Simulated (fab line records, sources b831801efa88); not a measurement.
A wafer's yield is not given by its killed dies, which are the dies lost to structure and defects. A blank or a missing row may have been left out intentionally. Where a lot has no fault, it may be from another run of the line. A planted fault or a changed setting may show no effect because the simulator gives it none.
Chamber matching || flow gf180mcu || GF_V5_CMP_04 on cmp-02: 4 sister chambers
The step polishes SiO2. 8 wafers are shown with their chamber, then 8 later ones without.

## WAFERS, EACH WITH ITS CHAMBER
{"wafer": "L861.3", "chamber": 2, "slurry-filter-dp-kPa (kPa)": 13.47, "motor-current-A (A)": 11.3}
{"wafer": "L861.5", "chamber": 2, "slurry-filter-dp-kPa (kPa)": 13.68, "motor-current-A (A)": 12.1}
{"wafer": "L870.1", "chamber": 1, "slurry-filter-dp-kPa (kPa)": 13.38, "motor-current-A (A)": 12.0}
{"wafer": "L875.3", "chamber": 3, "slurry-filter-dp-kPa (kPa)": 13.59, "motor-current-A (A)": 11.4}
{"wafer": "L876.3", "chamber": 0, "slurry-filter-dp-kPa (kPa)": 13.53, "motor-current-A (A)": 11.5}
{"wafer": "L876.4", "chamber": 3, "slurry-filter-dp-kPa (kPa)": 13.64, "motor-current-A (A)": 12.0}
{"wafer": "L876.5", "chamber": 0, "slurry-filter-dp-kPa (kPa)": 13.43, "motor-current-A (A)": 12.0}
{"wafer": "L877.3", "chamber": 1, "slurry-filter-dp-kPa (kPa)": 13.43, "motor-current-A (A)": 11.7}

## WAFERS MISSING THEIR CHAMBER
{"wafer": "L877.4", "slurry-filter-dp-kPa (kPa)": 13.47, "motor-current-A (A)": 11.4}
{"wafer": "L877.5", "slurry-filter-dp-kPa (kPa)": 13.39, "motor-current-A (A)": 12.6}
{"wafer": "L880.3", "slurry-filter-dp-kPa (kPa)": 13.61, "motor-current-A (A)": 12.0}
{"wafer": "L880.4", "slurry-filter-dp-kPa (kPa)": 13.58, "motor-current-A (A)": 11.7}
{"wafer": "L880.5", "slurry-filter-dp-kPa (kPa)": 13.60, "motor-current-A (A)": 11.4}
{"wafer": "L881.2", "slurry-filter-dp-kPa (kPa)": 13.40, "motor-current-A (A)": 11.2}
{"wafer": "L881.3", "slurry-filter-dp-kPa (kPa)": 13.61, "motor-current-A (A)": 12.3}
{"wafer": "L881.5", "slurry-filter-dp-kPa (kPa)": 13.74, "motor-current-A (A)": 11.8}

## THE CHAMBER EACH PASSED THROUGH
{"wafer": "L877.4", "from the rows above": "can't be placed: 0 or 1 or 2 or 3", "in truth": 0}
{"wafer": "L877.5", "from the rows above": "can't be placed: 1 or 0 or 2 or 3", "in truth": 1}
{"wafer": "L880.3", "from the rows above": "can't be placed: 3 or 2 or 0 or 1", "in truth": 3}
{"wafer": "L880.4", "from the rows above": "can't be placed: 2 or 3 or 0", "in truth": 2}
{"wafer": "L880.5", "from the rows above": "can't be placed: 3 or 2 or 0 or 1", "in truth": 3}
{"wafer": "L881.2", "from the rows above": "can't be placed: 1 or 0 or 2 or 3", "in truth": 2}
{"wafer": "L881.3", "from the rows above": "can't be placed: 3 or 2 or 0 or 1", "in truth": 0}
{"wafer": "L881.5", "from the rows above": "can't be placed: 3 or 2 or 0", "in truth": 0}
Correct placement for 0 of the 8. Can't be placed from these rows: 8 (the true chamber is among the candidates in 8). Wrongly placed: 0.
How it was worked out, from the rows above alone: a wafer's distance from a chamber is the root of the sum, over the readings, of the square of ((its reading less the chamber's mean) divided by the reading's scatter). If the next closest chamber is less than 2 further off than the closest, the wafer can't be placed; otherwise it belongs to the closest. A chamber's mean is the mean of its shown wafers. The scatter: take each reading less its chamber's mean, square it, sum over the shown wafers, divide by the number of wafers less the number of chambers, and take the root.
